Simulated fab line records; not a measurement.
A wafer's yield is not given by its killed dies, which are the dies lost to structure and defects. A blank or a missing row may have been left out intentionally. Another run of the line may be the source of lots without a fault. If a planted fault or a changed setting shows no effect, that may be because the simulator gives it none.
Comparing a struck lot with a sound one ; flow sky130 ; 43 steps out of a route of 708
Sound: the wafers L498.2, L498.3, L498.6. Wafers struck: L510.3, L510.5, L510.6. The cause comes at the end.
Order at every step that has rows: each side's tool, ch and its chambers, its first start. Under that, the readings that differ: sound wafers ; struck wafers ; difference of the means ; sigmas: that difference in standard deviations of wafers without a fault.
alike: readings with means less than 2 such deviations apart, plus words and numbers identical on both sides. not compared: withheld readings, readings lacking a value on some wafer, bounds such as >300 that could conceal the same value, and numbers that have no deviation in the record and whose values overlap.
A row with sigmas, a row that says differs or no value, or rows on one side alone: a step with any of these is where the two part. Non-overlapping numbers with no deviation appear without sigmas and do not part them. A reading missing from all wafers of one side parts the sides only when that side holds two or more wafers.

first, 3 steps without rows for these wafers: SKY_FIELD_ISO_EXPOSE_10 (exposes mask FOM, target cd 150 nm); SKY_FIELD_ISO_PEB_11; SKY_FIELD_ISO_DEVELOP_12 (develop time 60 s).
SKY_FIELD_ISO_CD_MEAS_13 targets a cd of 150 nm.
  sound: cd-sem-02 at day 2 22:25; struck: cd-sem-01 at day 5 11:53
reading;sound;struck;difference;sigmas
cd-nm (nm);147.1 147.4 147.4;150.5 152.1 150.4;+3.7;+2
then, 1 step without rows for these wafers: SKY_FIELD_ISO_ETCH_14 (etches BARC in N2/H2, stops on SiO2, time 45.9 s, target depth 60 nm).
SKY_FIELD_ISO_ETCH_15: etches the open film in CHF3/O2, stops on Si, target depth 180 nm, time 72 s.
  sound on rie-diel-02 ch 0,1,2, day 2 22:33; struck on rie-diel-01 ch 0,2,3, day 5 12:01
  alike: drypump-motor-current-A, oes-product-au, throttle-valve-pct
  not compared: rf-hours-counter-h
SKY_FIELD_ISO_STRIP_16: strips in O2/N2.
  sound on plasma-asher-02 ch 0,1, day 2 22:37; struck on plasma-asher-01 ch 0,1, day 5 12:06
  alike: drypump-motor-current-A, oes-product-au, strip-time-to-endpoint-s
  not compared: rf-hours-counter-h
SKY_FIELD_ISO_ETCH_17: etches Si in HBr/Cl2/O2, target depth 342 nm, time 97.7 s.
  sound on rie-si-02 ch 2,3, day 2 22:43; struck on rie-si-01 ch 0,3, day 5 12:10
  alike: drypump-motor-current-A, oes-product-au, throttle-valve-pct
  not compared: rf-hours-counter-h
then, 4 steps without rows for these wafers: SKY_FIELD_ISO_WET_ETCH_18 (etches Si3N4 in H3PO4, target depth 25 nm, time 286 s); SKY_FIELD_ISO_CLEAN_19 (cleans in SC1/SC2, time 150 s); SKY_FIELD_ISO_CLEAN_20 (cleans in dHF, time 20 s); SKY_FIELD_ISO_WET_ETCH_21 (etches SiO2 in dHF, target depth 20 nm, time 400 s).
SKY_FIELD_ISO_OXIDATION_22: stabilise 600 s, purge 300 s, target thk 10 nm.
  sound on furnace-01 ch 0, day 3 00:46; struck on furnace-02 ch 0, day 5 16:36
  alike: spike-tc-lower-C, spike-tc-upper-C
SKY_FIELD_ISO_THK_MEAS_23:
  sound: film-metro-01 at day 3 01:56; struck: film-metro-01 at day 5 17:47
  alike: FIELD_ISO_OXIDATION_01_THK
then, 1 step without rows for these wafers: SKY_FIELD_ISO_CVD_24 (deposits SiO2, target thk 595 nm, time 99.2 s).
SKY_FIELD_ISO_THK_MEAS_25:
  sound: film-metro-01 at day 3 02:05; struck: film-metro-04 at day 5 17:55
  alike: FIELD_ISO_CVD_24_THK
then, 1 step without rows for these wafers: SKY_FIELD_ISO_ANNEAL_26 (time 1800 s).
SKY_FIELD_ISO_CMP_27: polishes, stops on Si3N4, t overpolish 16 s, target thk 457.8 nm.
  sound on cmp-02 ch 2,3, day 3 04:52; struck on cmp-01 ch 1,2,3, day 6 03:50
  alike: motor-current-A, overpolish-run-s, time-to-endpoint-s
then, 5 steps without rows for these wafers: SKY_FIELD_ISO_WET_ETCH_28 (etches SiO2 in dHF, target depth 23.7 nm, time 47 s); SKY_FIELD_ISO_WET_ETCH_29 (etches Si3N4 in H3PO4, target depth 160 nm, time 1825 s); SKY_FIELD_ISO_WET_ETCH_30 (etches SiO2 in dHF, target depth 25 nm, time 50 s); SKY_NWELL_CLEAN_00 (cleans in SC1/SC2, time 150 s); SKY_NWELL_OXIDATION_01 (stabilise 600 s, purge 300 s, target thk 10 nm).
SKY_NWELL_THK_MEAS_02:
  sound: film-metro-02 at day 3 08:50; struck: film-metro-02 at day 6 11:56
  alike: NWELL_OXIDATION_THK
then, 8 steps without rows for these wafers: SKY_DNWELL_DEHYDRATE_00 (time 60 s); SKY_DNWELL_HMDS_01 (prime time 60 s); SKY_DNWELL_COAT_02 (resist thk 3000 nm); SKY_DNWELL_SOFTBAKE_03; SKY_DNWELL_EXPOSE_04 (exposes mask DNM, target cd 3000 nm); SKY_DNWELL_PEB_05; SKY_DNWELL_DEVELOP_06 (develop time 60 s); SKY_DNWELL_IMPLANT_07.
SKY_DNWELL_STRIP_08: strips in O2/N2.
  sound on plasma-asher-03 ch 0, day 4 01:17; struck on plasma-asher-02 ch 0,1, day 7 07:31
  alike: drypump-motor-current-A, oes-product-au, strip-time-to-endpoint-s
  not compared: rf-hours-counter-h
SKY_DNWELL_TW_MEAS_09:
  sound: film-metro-01 at day 4 01:24; struck: film-metro-02 at day 7 07:37
  alike: DNWELL_TW
then, 7 steps without rows for these wafers: SKY_PWDE_DEHYDRATE_00 (time 60 s); SKY_PWDE_HMDS_01 (prime time 60 s); SKY_PWDE_COAT_02 (resist thk 3000 nm); SKY_PWDE_SOFTBAKE_03; SKY_PWDE_EXPOSE_04 (exposes mask PWDEM, target cd 840 nm); SKY_PWDE_PEB_05; SKY_PWDE_DEVELOP_06 (develop time 60 s).
SKY_PWDE_OVL_MEAS_07:
  sound: overlay-02 at day 4 19:09; struck: overlay-02 at day 8 03:34
  alike: PWDE_OVL
-- the record jumps here: 41 days lie between the struck wafers' starts before and after (it left off in module PWDE and takes up again in module PAD_OPEN, whose first step shown is number 708 of the route) --
SKY_PAD_OPEN_PROBE_99:
  sound: prober-01 at day 46 17:13; struck: prober-01 at day 49 14:12
reading;sound;struck;difference;sigmas
killed-at-front-end;20 25 17;160 162 153;+138;+31
killed-dies;89 93 89;213 230 225;+132;+15
killed-on-rim;15 15 22;39 46 42;+25;+7
  alike: killed_at_M0_to_M3, killed_at_M4_up, killed-at-contacts, killed-at-other, killed-open, killed-short

## WHERE THEY PART
First at SKY_FIELD_ISO_CD_MEAS_13; last, within this record, at SKY_PAD_OPEN_PROBE_99.

WHY: the cause the simulator had injected
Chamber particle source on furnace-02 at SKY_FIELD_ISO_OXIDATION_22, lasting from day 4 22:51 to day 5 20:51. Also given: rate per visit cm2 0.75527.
